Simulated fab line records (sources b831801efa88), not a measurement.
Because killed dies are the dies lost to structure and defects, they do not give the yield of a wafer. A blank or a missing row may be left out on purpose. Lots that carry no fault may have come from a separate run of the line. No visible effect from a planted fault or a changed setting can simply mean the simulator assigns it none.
Which tool did it? -- flow sky130 -- 36 wafers from 12 lots sampled at 2 of the route's 708 steps

WHAT THE GAUGES SHOWED, per wafer
SKY_VIA3_CD_MEAS_12: the cd target is 200 nm.
lot,measured,on,cd_nm (nm)
L075,day 39 18:38,cd_sem-02,199.1 198.2 197.4
L077,day 40 15:43,cd_sem-01,201.1 201.7 200.6
L079,day 42 01:10,cd_sem-01,198.4 198.2 198.4
L081,day 41 21:24,cd_sem-02,199.2 199.0 199.9
L083,day 42 07:29,cd_sem-02,199.3 200.1 200.4
L085,day 42 22:23,cd_sem-01,198.4 198.8 199.9
L087,day 43 08:12,cd_sem-02,200.7 200.6 201.4
L089,day 43 19:11,cd_sem-02,197.4 198.8 198.0
L091,day 44 08:48,cd_sem-01,200.0 200.1 200.3
L093,day 44 23:23,cd_sem-01,202.1 201.3 201.3
L095,day 45 04:05,cd_sem-02,197.7 198.3 198.4
L097,day 45 18:56,cd_sem-01,202.0 201.7 201.5

TOOL THAT RAN EACH LOT (tool first, then ch and the chambers of the sampled wafers, then the start)
lot,SKY_FIELD_ISO_ETCH_15
L075,"rie_diel-01 ch 0,1,3, day 2 09:24"
L077,"rie_diel-04 ch 0,1,2, day 2 20:45"
L079,"rie_diel-01 ch 1,2,3, day 3 06:28"
L081,"rie_diel-01 ch 0,3, day 3 16:21"
L083,"rie_diel-02 ch 1,2, day 4 05:55"
L085,"rie_diel-02 ch 0,2,3, day 4 14:51"
L087,"rie_diel-01 ch 1,2, day 5 00:12"
L089,"rie_diel-02 ch 1,2, day 5 12:21"
L091,"rie_diel-02 ch 0,1, day 5 22:39"
L093,"rie_diel-01 ch 0,1,2, day 6 07:21"
L095,"rie_diel-02 ch 0,1, day 6 19:21"
L097,"rie_diel-01 ch 0,1,3, day 7 05:03"
- SKY_FIELD_ISO_ETCH_15: etches the open film in CHF3/O2, stops on Si, target depth 180 nm, time 72 s.

THE ANSWER, worked out from the rows above alone
Rule: the usual values come from the lots themselves. The widest of any qualifying gaps counts: lots, ordered by their means at a reading, are off when they make up no more than a third of the lots, leave a main group of 4 or more, and stand apart from it by 3 or more times the standard deviation of that group's means. The tables above print the reading to a certain number of digits; a main group whose means all agree to those digits is not used. A lot without any number at a reading at which 4 lots or more have one is off too. The other lots that the step has rows for count as sound.
Nothing can be told from this: no lot is off at any reading shown.

WHAT THE SIMULATOR HAD PUT IN
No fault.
